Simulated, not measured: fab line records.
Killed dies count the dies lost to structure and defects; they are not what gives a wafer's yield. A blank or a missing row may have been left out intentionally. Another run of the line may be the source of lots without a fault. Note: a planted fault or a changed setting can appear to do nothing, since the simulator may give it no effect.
What tool caused it? || flow sky130 || 18 wafers from 6 lots sampled at 3 of the route's 708 steps

== WHAT EACH GAUGE READ, for each wafer ==
SKY_SD_P_CD_MEAS_07: target cd 380 nm.
{"lot": "L478", "measured": "day 28 00:07", "on": "cd sem-02", "cd nm (nm)": "379.9 379.1 378.7"}
{"lot": "L481", "measured": "day 29 00:47", "on": "cd sem-02", "cd nm (nm)": "380.7 382.2 380.7"}
{"lot": "L486", "measured": "day 31 01:23", "on": "cd sem-02", "cd nm (nm)": "378.5 382.0 381.0"}
{"lot": "L494", "measured": "day 32 00:08", "on": "cd sem-01", "cd nm (nm)": "379.5 378.0 381.1"}
{"lot": "L496", "measured": "day 32 21:24", "on": "cd sem-02", "cd nm (nm)": "381.4 383.9 384.0"}
{"lot": "L498", "measured": "day 33 06:00", "on": "cd sem-02", "cd nm (nm)": "379.9 378.6 382.6"}

== WHICH TOOL RAN EACH LOT (tool, then ch and the chambers of the sampled wafers, then the start) ==
{"lot": "L478", "SKY_LDD_HVN_STRIP_09": "plasma asher-04 ch 0,1, day 23 00:08", "SKY_SD_P_EXPOSE_04": "iline stepper-02 ch 0, day 27 09:44"}
{"lot": "L481", "SKY_LDD_HVN_STRIP_09": "plasma asher-01 ch 0,1, day 24 04:08", "SKY_SD_P_EXPOSE_04": "iline stepper-02 ch 0, day 28 12:04"}
{"lot": "L486", "SKY_LDD_HVN_STRIP_09": "plasma asher-04 ch 0,1, day 25 03:28", "SKY_SD_P_EXPOSE_04": "iline stepper-01 ch 0, day 30 11:38"}
{"lot": "L494", "SKY_LDD_HVN_STRIP_09": "plasma asher-03 ch 0,1, day 27 06:56", "SKY_SD_P_EXPOSE_04": "iline stepper-02 ch 0, day 31 10:53"}
{"lot": "L496", "SKY_LDD_HVN_STRIP_09": "plasma asher-03 ch 0,1, day 28 02:14", "SKY_SD_P_EXPOSE_04": "iline stepper-01 ch 0, day 32 08:08"}
{"lot": "L498", "SKY_LDD_HVN_STRIP_09": "plasma asher-01 ch 0,1, day 28 11:02", "SKY_SD_P_EXPOSE_04": "iline stepper-01 ch 0, day 32 18:30"}
- SKY_LDD_HVN_STRIP_09: strips in O2/N2.
- SKY_SD_P_EXPOSE_04: exposes mask PSDM, target cd 380 nm.

== THE ANSWER, worked out from the rows above alone ==
Rule: the lots themselves supply what counts as usual. Put in order of their means at a reading, lots are off if they are a third of the lots or fewer, leave a main group of 4 or more, and stand apart from it by a gap of 3 or more times the standard deviation of the main group's means; of several such gaps the widest counts. If all means in a main group match to the digits the tables above print for the reading, that group is not used. A lot without any number at a reading at which 4 lots or more have one is off too. The other lots that the step has rows for count as sound.
No lot is off on any of the readings shown, so nothing can be concluded from this.

== WHAT THE SIMULATOR PUT IN ==
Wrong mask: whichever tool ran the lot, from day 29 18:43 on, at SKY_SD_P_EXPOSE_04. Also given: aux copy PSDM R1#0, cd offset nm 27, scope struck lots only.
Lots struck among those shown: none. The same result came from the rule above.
